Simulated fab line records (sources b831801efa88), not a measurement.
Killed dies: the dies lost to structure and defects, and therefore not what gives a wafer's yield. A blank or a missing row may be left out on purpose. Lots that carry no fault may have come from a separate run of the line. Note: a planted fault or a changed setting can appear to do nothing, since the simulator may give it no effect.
Which tool is to blame? + flow gf180mcu + 11 lots with 31 wafers sampled at 5 steps, on a route of 602 steps

WHAT EACH GAUGE READ, for each wafer
GF_M2_RS_MEAS_05: measurement is done with a four-point probe. Usual: M2_ALCU_RS 0.0696 ohm/sq, standard deviation 0.0008.
| lot  | measured     | on           | M2_ALCU_RS (ohm/sq)  | flag |
|------|--------------|--------------|----------------------|------|
| L419 | day 18 10:38 | filmMetro-04 | 0.0705 0.0710 0.0707 |      |
| L420 | day 18 23:24 | filmMetro-04 | 0.0694 0.0694 0.0686 |      |
| L421 | day 19 02:23 | filmMetro-01 | 0.0698 0.0696 0.0696 |      |
| L424 | day 20 13:04 | filmMetro-01 | 0.0704 0.0705 0.0709 |      |
| L427 | day 21 17:41 | filmMetro-04 | 0.0690 0.0692 0.0690 |      |
| L428 | day 22 01:38 | filmMetro-01 | 0.0693 0.0686 0.0686 |      |
| L435 | day 24 13:44 | filmMetro-02 | 0.0695 0.0696        |      |
| L437 | day 25 11:47 | filmMetro-04 | 0.0702 0.0700 0.0697 |      |
| L438 | day 25 14:56 | filmMetro-01 | 0.0688 0.0686        |      |
| L440 | day 25 19:37 | filmMetro-02 | 0.0687 0.0692 0.0687 |      |
| L441 | day 26 09:02 | filmMetro-01 | 0.0696 0.0692 0.0687 |      |

GF_M3_RS_MEAS_05: measurement is done with a four-point probe. Usual: M3_ALCU_RS 0.0695 ohm/sq, standard deviation 0.00058.
| lot  | measured     | on           | M3_ALCU_RS (ohm/sq)  | flag |
|------|--------------|--------------|----------------------|------|
| L419 | day 20 14:13 | filmMetro-03 | 0.0702 0.0702 0.0698 |      |
| L420 | day 21 02:44 | filmMetro-01 | 0.0690 0.0695 0.0691 |      |
| L421 | day 21 07:03 | filmMetro-03 | 0.0702 0.0707 0.0704 |      |
| L424 | day 22 15:11 | filmMetro-04 | 0.0690 0.0688 0.0687 |      |
| L427 | day 23 18:57 | filmMetro-04 | 0.0695 0.0699 0.0694 |      |
| L428 | day 24 02:10 | filmMetro-01 | 0.0689 0.0695 0.0699 |      |
| L435 | day 26 10:58 | filmMetro-01 | 0.0703 0.0698        |      |
| L437 | day 27 08:34 | filmMetro-03 | 0.0703 0.0704 0.0704 |      |
| L438 | day 27 11:22 | filmMetro-01 | 0.0689 0.0694        |      |
| L440 | day 27 16:24 | filmMetro-01 | 0.0696 0.0696 0.0692 |      |
| L441 | day 28 04:23 | filmMetro-01 | 0.0687 0.0686 0.0691 |      |

GF_V4_THK_MEAS_03. Usual: V4_CVD_02_THK 850 nm, standard deviation 10.
| lot  | measured     | on           | V4_CVD_02_THK (nm) | flag |
|------|--------------|--------------|--------------------|------|
| L419 | day 23 17:19 | filmMetro-02 | 832 849 862        |      |
| L420 | day 24 04:25 | filmMetro-03 | 852 840 863        |      |
| L421 | day 24 07:48 | filmMetro-02 | 829 843 832        |      |
| L424 | day 25 13:41 | filmMetro-02 | 840 844 851        |      |
| L427 | day 26 15:08 | filmMetro-04 | 845 845 852        |      |
| L428 | day 26 22:23 | filmMetro-04 | 847 856 872        |      |
| L435 | day 29 04:14 | filmMetro-04 | 515 509            | OFF  |
| L437 | day 29 22:20 | filmMetro-04 | 835 850 846        |      |
| L438 | day 30 01:25 | filmMetro-03 | 509 512            | OFF  |
| L440 | day 30 05:40 | filmMetro-04 | 854 852 858        |      |
| L441 | day 30 16:22 | filmMetro-04 | 858 858 869        |      |

WHAT TOOL EACH LOT RAN ON (gives the tool, then ch and the chambers of the sampled wafers, and finally the start)
| lot  | GF_V1_ETCH_16                     | GF_V4_CVD_02                    |
|------|-----------------------------------|---------------------------------|
| L419 | rieDiel-04 ch 1,3, day 18 08:55   | pecvd-02 ch 0,1,2, day 23 17:13 |
| L420 | rieDiel-02 ch 0,3, day 18 21:48   | pecvd-03 ch 1,2, day 24 04:21   |
| L421 | rieDiel-04 ch 0,1,2, day 19 00:48 | pecvd-04 ch 0,2, day 24 07:44   |
| L424 | rieDiel-02 ch 1,2,3, day 20 11:30 | pecvd-03 ch 1,2, day 25 13:37   |
| L427 | rieDiel-03 ch 1,2,3, day 21 16:00 | pecvd-03 ch 0,1,2, day 26 15:04 |
| L428 | rieDiel-03 ch 0,1,3, day 22 00:02 | pecvd-04 ch 1,2, day 26 22:19   |
| L435 | rieDiel-02 ch 0, day 24 12:04     | pecvd-03 ch 0,1, day 29 04:10   |
| L437 | rieDiel-02 ch 1,2,3, day 25 10:11 | pecvd-02 ch 0,1,2, day 29 22:16 |
| L438 | rieDiel-03 ch 0,2, day 25 13:17   | pecvd-03 ch 1, day 30 01:19     |
| L440 | rieDiel-02 ch 0,3, day 25 18:02   | pecvd-04 ch 1,2, day 30 05:35   |
| L441 | rieDiel-02 ch 1,3, day 26 07:25   | pecvd-04 ch 0,1,2, day 30 16:17 |
- GF_V1_ETCH_16: etches BARC in N2/H2.
- GF_V4_CVD_02: deposits SiO2 from TEOS, target thk 850 nm, time 94.851 s.

WHAT THE TOOLS THEMSELVES READ (means of the sampled wafers that have a number; where no wafer has one, the mark that the record gives instead)
GF_V1_ETCH_16. Usual: biasW 100.0 W, standard deviation 0.31; drypumpMotorCurrentA 5.8 A, standard deviation 0.32; oesProductAu 0.855 a.u., standard deviation 0.0045; throttleValvePct 13.225 %, standard deviation 0.0095.
| lot  | tool       | biasW (W) | drypumpMotorCurrentA (A) | oesProductAu (a.u.) | throttleValvePct (%) | flag |
|------|------------|-----------|--------------------------|---------------------|----------------------|------|
| L419 | rieDiel-04 | 99.9      | 6.1                      | 0.858               | 13.236               |      |
| L420 | rieDiel-02 | 100.1     | 5.9                      | 0.854               | 13.228               |      |
| L421 | rieDiel-04 | 100.4     | 5.7                      | 0.858               | 13.221               |      |
| L424 | rieDiel-02 | 100.0     | 5.8                      | 0.852               | 13.211               |      |
| L427 | rieDiel-03 | 100.2     | 5.9                      | 0.855               | 13.225               |      |
| L428 | rieDiel-03 | 100.3     | 5.7                      | 0.854               | 13.226               |      |
| L435 | rieDiel-02 | 100.3     | 6.0                      | 0.859               | 13.227               |      |
| L437 | rieDiel-02 | 100.4     | 5.8                      | 0.849               | 13.230               |      |
| L438 | rieDiel-03 | 100.2     | 6.0                      | 0.849               | 13.218               |      |
| L440 | rieDiel-02 | 100.1     | 5.9                      | 0.859               | 13.232               |      |
| L441 | rieDiel-02 | 100.1     | 5.7                      | 0.854               | 13.226               |      |

GF_V4_CVD_02. Usual: heaterPowerW 734 W, standard deviation 110.
| lot  | tool     | heaterPowerW (W) | flag |
|------|----------|------------------|------|
| L419 | pecvd-02 | 591              |      |
| L420 | pecvd-03 | 768              |      |
| L421 | pecvd-04 | 718              |      |
| L424 | pecvd-03 | 800              |      |
| L427 | pecvd-03 | 770              |      |
| L428 | pecvd-04 | 770              |      |
| L435 | pecvd-03 | 860              |      |
| L437 | pecvd-02 | 629              |      |
| L438 | pecvd-03 | 882              |      |
| L440 | pecvd-04 | 686              |      |
| L441 | pecvd-04 | 700              |      |

THE ANSWER, worked out from the rows above alone
Rule: a lot is off if the mean of its wafers that have a number lies more than 3 standard deviations from the usual mean. A lot without any number at a reading at which 4 lots or more have one is off too. Any other lot the step has rows for is counted as sound. The gauges are gone through in route order, then the tools' own readings, and for those a lot's mean is taken as printed above. At the first step where some lot is off, the reading lying furthest off is the one used; lots without a number count as furthest.
Off: at GF_V4_THK_MEAS_03 (V4_CVD_02_THK), L435, L438.
A tool fits if, at a process step before that reading, it ran every lot that is off, and no sound lot after the first of them. The gauges at GF_V4_THK_MEAS_03 are tried like those tools. One fits: pecvd-03 at GF_V4_CVD_02. Its last sound lot is L427 (day 26 15:04), its first lot that is off L435 (day 29 04:10): a fault that began between those two fits.

WHAT THE SIMULATOR PUT IN
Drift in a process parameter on pecvd-03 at GF_V4_CVD_02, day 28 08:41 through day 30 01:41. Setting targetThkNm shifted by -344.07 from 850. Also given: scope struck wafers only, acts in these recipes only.
Lots struck among those shown: L435, L438. The rule above found the same.
